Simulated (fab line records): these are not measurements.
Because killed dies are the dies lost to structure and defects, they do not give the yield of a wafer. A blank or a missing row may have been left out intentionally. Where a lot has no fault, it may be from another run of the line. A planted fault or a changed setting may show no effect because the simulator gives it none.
2 desks, one fault || flow gf180mcu || each desk has only its own numbers; what lay behind them comes last

## THE METROLOGY DESK
What the gauges read, lot by lot, whatever tool the lot ran on: means of the sampled wafers that have a number. A lot is out of limits, marked OUT, if its mean lies more than 4 standard deviations from the usual mean; the brackets give that distance.
Columns: A = V5_BOW at GF_V5_BOW_MEAS_05, usual 134 um
{"lot": "L511", "first seen here": "day 26 15:42", "A": 132}
{"lot": "L513", "first seen here": "day 27 11:51", "A": 135}
{"lot": "L514", "first seen here": "day 27 15:46", "A": 143}
{"lot": "L515", "first seen here": "day 27 21:50", "A": 126}
{"lot": "L517", "first seen here": "day 28 20:44", "A": 126}
{"lot": "L519", "first seen here": "day 29 08:57", "A": 133}
{"lot": "L520", "first seen here": "day 29 12:40", "A": 131}
{"lot": "L521", "first seen here": "day 30 02:44", "A": 125}
{"lot": "L526", "first seen here": "day 31 03:58", "A": 138}
{"lot": "L527", "first seen here": "day 31 17:07", "A": 136}
{"lot": "L532", "first seen here": "day 32 13:53", "A": 154}
This desk's verdict: no lot among the 11 shows anything out of limits.

## AT THE TOOL OWNER'S DESK: rieDiel-02
The tool's own readings at GF_PASSIVATION_ETCH_11 (etches the open film in CF4/O2, stops on TiN, target depth 2040 nm, time 453.3 s): means of the sampled wafers that have a number, for each lot that ran on this tool. A lot is out of limits, marked OUT, if its mean lies more than 4 standard deviations from the usual mean; the brackets give that distance.
Columns: A = drypumpMotorCurrentA at GF_PASSIVATION_ETCH_11, usual 5.7 A; B = oesProductAu at GF_PASSIVATION_ETCH_11, usual 0.990 a.u.; C = rfFwdPowerW at GF_PASSIVATION_ETCH_11, usual 798.4 W; D = throttleValvePct at GF_PASSIVATION_ETCH_11, usual 5.969 %
{"lot": "L511", "first seen here": "day 29 06:25", "A": 5.6, "B": 0.994, "C": 795.6, "D": 5.976}
{"lot": "L517", "first seen here": "day 31 07:01", "A": 6.0, "B": 0.991, "C": 800.0, "D": 5.971}
{"lot": "L520", "first seen here": "day 31 23:28", "A": 5.7, "B": 0.995, "C": 798.5, "D": 5.974}
{"lot": "L521", "first seen here": "day 32 09:56", "A": 5.9, "B": 0.988, "C": 799.2, "D": 5.970}
{"lot": "L526", "first seen here": "day 33 09:50", "A": 5.7, "B": "0.833 (-27) OUT", "C": 797.5, "D": "5.931 (-4.4) OUT"}
{"lot": "L527", "first seen here": "day 33 20:10", "A": 6.0, "B": "0.911 (-13) OUT", "C": 797.6, "D": 5.951}
Finding of this desk: L526, L527 out of limits; the first was L526 at day 33 09:50, on oesProductAu at GF_PASSIVATION_ETCH_11. L511, L517, L520, L521: within limits.

## ALL TOGETHER
On L526, L527, at day 33 09:50, an alarm was possible from the tool owner's desk.
Nothing out of limits was seen by the metrology desk.
The metrology desk has L526, L527 on record, within its limits.
All the named lots went through GF_PASSIVATION_ETCH_11 on rieDiel-02.

## WHAT THE SIMULATOR HAD PUT IN
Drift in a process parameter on rieDiel-02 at GF_PASSIVATION_ETCH_11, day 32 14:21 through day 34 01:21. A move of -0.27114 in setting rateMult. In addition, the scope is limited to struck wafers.
Lots struck among those shown: L526, L527.
Time in hours from fault onset to the first out-of-limits reading at each desk: the tool owner's desk, 19.
